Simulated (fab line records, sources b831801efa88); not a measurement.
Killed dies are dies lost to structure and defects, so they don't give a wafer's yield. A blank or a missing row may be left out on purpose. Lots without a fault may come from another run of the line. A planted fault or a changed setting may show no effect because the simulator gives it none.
Which tool did it? | flow sky130 | 13 lots, 39 wafers sampled, at 5 steps of a route of 708

WHAT THE GAUGES READ, wafer by wafer
SKY_FIELD_ISO_THK_MEAS_02. Usual: FIELD_ISO_OXIDATION_00_THK 11.92 nm, standard deviation 0.24.
lot  | measured    | on            | FIELD_ISO_OXIDATION_00_THK (nm) | flag
L310 | day 1 12:19 | film_metro-03 | 12.24 12.04 12.16               |
L311 | day 1 16:39 | film_metro-01 | 11.64 11.91 11.85               |
L313 | day 2 02:38 | film_metro-03 | 11.90 12.03 12.05               |
L314 | day 2 07:56 | film_metro-01 | 11.67 11.72 11.81               |
L315 | day 2 13:15 | film_metro-04 | 12.12 12.39 12.53               |
L317 | day 2 23:50 | film_metro-01 | 11.60 11.83 11.63               |
L320 | day 3 16:49 | film_metro-01 | 11.49 11.86 11.65               |
L321 | day 3 20:41 | film_metro-03 | 12.11 12.01 11.98               |
L322 | day 3 23:53 | film_metro-03 | 12.13 12.13 11.96               |
L324 | day 4 11:13 | film_metro-04 | 11.57 11.64 11.67               |
L328 | day 5 06:51 | film_metro-01 | 12.00 12.10 12.02               |
L329 | day 5 11:00 | film_metro-04 | 11.87 12.23 11.99               |
L331 | day 5 21:08 | film_metro-04 | 12.03 12.14 11.97               |

SKY_PWDE_TW_MEAS_10. Usual: PWDE_TW 372.1, standard deviation 1.7.
lot  | measured    | on            | PWDE_TW           | flag
L310 | day 3 19:30 | film_metro-04 | 370.7 370.4 370.5 |
L311 | day 4 01:16 | film_metro-04 | 370.6 369.7 368.0 |
L313 | day 4 10:38 | film_metro-03 | 372.8 374.1 373.2 |
L314 | day 4 17:03 | film_metro-03 | 373.6 371.8 372.5 |
L315 | day 5 03:34 | film_metro-03 | 372.9 371.9 374.3 |
L317 | day 5 14:25 | film_metro-03 | 375.6 372.5 372.5 |
L320 | day 6 12:21 | film_metro-03 | 377.3 373.7 375.2 |
L321 | day 6 14:22 | film_metro-02 | 369.5 369.7 369.0 |
L322 | day 6 17:25 | film_metro-04 | 370.8 370.3 372.1 |
L324 | day 7 06:14 | film_metro-02 | 373.5 371.1 372.5 |
L328 | day 8 03:22 | film_metro-03 | 371.3 375.6 373.9 |
L329 | day 8 11:52 | film_metro-04 | 370.5 370.5 368.8 |
L331 | day 8 18:58 | film_metro-02 | 374.4 374.5 374.8 |

SKY_VT_ADJUST_LVTN_TW_MEAS_21. Usual: VT_ADJUST_LVTN_2_TW 187.3, standard deviation 1.5.
lot  | measured     | on            | VT_ADJUST_LVTN_2_TW | flag
L310 | day 7 16:10  | film_metro-04 | 185.3 184.3 184.9   |
L311 | day 7 19:16  | film_metro-01 | 187.3 188.3 189.4   |
L313 | day 8 08:37  | film_metro-04 | 186.4 186.1 186.5   |
L314 | day 8 15:42  | film_metro-01 | 188.1 187.9 188.8   |
L315 | day 9 06:31  | film_metro-01 | 187.9 189.5 188.9   |
L317 | day 9 18:57  | film_metro-01 | 187.1 187.8 188.9   |
L320 | day 10 22:27 | film_metro-01 | 188.8 188.4 189.8   |
L321 | day 10 23:53 | film_metro-01 | 189.6 189.8 190.2   |
L322 | day 11 06:14 | film_metro-02 | 186.4 186.1 186.4   |
L324 | day 11 18:47 | film_metro-01 | 190.2 189.2 190.7   |
L328 | day 12 21:52 | film_metro-02 | 172.9 172.5 173.1   | OFF
L329 | day 13 08:37 | film_metro-02 | 172.7 171.9 173.0   | OFF
L331 | day 13 16:03 | film_metro-04 | 170.2 172.1 171.5   | OFF

SKY_POLY_GATE_CD_MEAS_13: target cd 150 nm. Usual: cd_nm 149.5 nm, standard deviation 1.3.
lot  | measured     | on        | cd_nm (nm)        | flag
L310 | day 16 05:55 | cd_sem-01 | 150.2 151.0 151.9 |
L311 | day 16 11:36 | cd_sem-01 | 148.0 148.3 147.6 |
L313 | day 17 09:14 | cd_sem-01 | 151.7 149.4 151.5 |
L314 | day 17 11:31 | cd_sem-01 | 152.4 151.0 151.5 |
L315 | day 18 13:35 | cd_sem-01 | 149.7 149.1 148.2 |
L317 | day 19 05:29 | cd_sem-02 | 151.4 152.5 151.6 |
L320 | day 20 11:37 | cd_sem-01 | 149.5 149.5 150.2 |
L321 | day 20 18:09 | cd_sem-01 | 148.8 150.1 150.4 |
L322 | day 21 01:40 | cd_sem-01 | 147.3 148.8 150.0 |
L324 | day 21 17:52 | cd_sem-01 | 149.2 149.2 148.0 |
L328 | day 22 23:30 | cd_sem-01 | 150.4 149.9 150.1 |
L329 | day 23 13:40 | cd_sem-02 | 149.8 148.9 150.6 |
L331 | day 24 01:57 | cd_sem-02 | 148.5 150.0 148.8 |

WHICH TOOL RAN EACH LOT (tool, then ch and the chambers of the sampled wafers, then the start)
lot  | SKY_VT_ADJUST_LVTN_IMPLANT_19
L310 | implanter-03 ch 0, day 7 15:55
L311 | implanter-03 ch 0, day 7 19:02
L313 | implanter-01 ch 0, day 8 08:22
L314 | implanter-02 ch 0, day 8 15:28
L315 | implanter-01 ch 0, day 9 06:16
L317 | implanter-02 ch 0, day 9 18:42
L320 | implanter-03 ch 0, day 10 22:12
L321 | implanter-02 ch 0, day 10 23:40
L322 | implanter-03 ch 0, day 11 05:59
L324 | implanter-02 ch 0, day 11 18:32
L328 | implanter-03 ch 0, day 12 21:38
L329 | implanter-03 ch 0, day 13 08:22
L331 | implanter-03 ch 0, day 13 15:48
- SKY_VT_ADJUST_LVTN_IMPLANT_19

WHAT THE TOOLS THEMSELVES READ (means of the sampled wafers that have a number; where no wafer has one, the mark that the record gives instead)
SKY_VT_ADJUST_LVTN_IMPLANT_19. Usual: dose_ions_cm2 6.501e+11, standard deviation 5.8e+08; faraday_current_uA 3.66, standard deviation 0.071.
lot  | tool         | dose_ions_cm2 | faraday_current_uA | flag
L310 | implanter-03 | 6.498e+11     | 3.71               |
L311 | implanter-03 | 6.499e+11     | 3.63               |
L313 | implanter-01 | 6.499e+11     | 3.63               |
L314 | implanter-02 | 6.508e+11     | 3.67               |
L315 | implanter-01 | 6.499e+11     | 3.68               |
L317 | implanter-02 | 6.500e+11     | 3.68               |
L320 | implanter-03 | 6.495e+11     | 3.65               |
L321 | implanter-02 | 6.500e+11     | 3.68               |
L322 | implanter-03 | 6.502e+11     | 3.73               |
L324 | implanter-02 | 6.503e+11     | 3.71               |
L328 | implanter-03 | 4.815e+11     | 2.71               | OFF
L329 | implanter-03 | 4.819e+11     | 2.75               | OFF
L331 | implanter-03 | 4.812e+11     | 2.73               | OFF

THE ANSWER, worked out from the rows above alone
Rule: a lot is off if the mean of its wafers that have a number lies more than 3 standard deviations from the usual mean. A lot without any number at a reading at which 4 lots or more have one is off too. The other lots that the step has rows for count as sound. The gauges are gone through in route order, then the tools' own readings, and for those a lot's mean is taken as printed above. The first step at which some lot is off is used, and at that step the reading that is off furthest; a lot without a number counts as furthest.
Off: L328, L329, L331, at SKY_VT_ADJUST_LVTN_TW_MEAS_21 (VT_ADJUST_LVTN_2_TW).
A tool fits if, at a process step before that reading, it ran every lot that is off, and no sound lot after the first of them. The gauges at SKY_VT_ADJUST_LVTN_TW_MEAS_21 aren't tried: what is off there is off at SKY_VT_ADJUST_LVTN_IMPLANT_19 too, on other tools, and a gauge's error can't cause that. One fits: implanter-03 at SKY_VT_ADJUST_LVTN_IMPLANT_19. Its last sound lot is L322 (day 11 05:59), its first lot that is off L328 (day 12 21:38): a fault that began between those two fits.
The tool's own readings at SKY_VT_ADJUST_LVTN_IMPLANT_19 bear it out: on the lots that are off they differ by more than 5 times the standard deviation of the sound lots' means. dose_ions_cm2 reads 4.815e+11 there against 6.500e+11 on the sound lots; faraday_current_uA reads 2.73 there against 3.68 on the sound lots.

WHAT THE SIMULATOR HAD PUT IN
Process parameter drift: implanter-03, from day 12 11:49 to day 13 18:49, at SKY_VT_ADJUST_LVTN_IMPLANT_19. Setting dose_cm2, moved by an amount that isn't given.
Lots struck among those shown: L328, L329, L331. The rule above found the same.
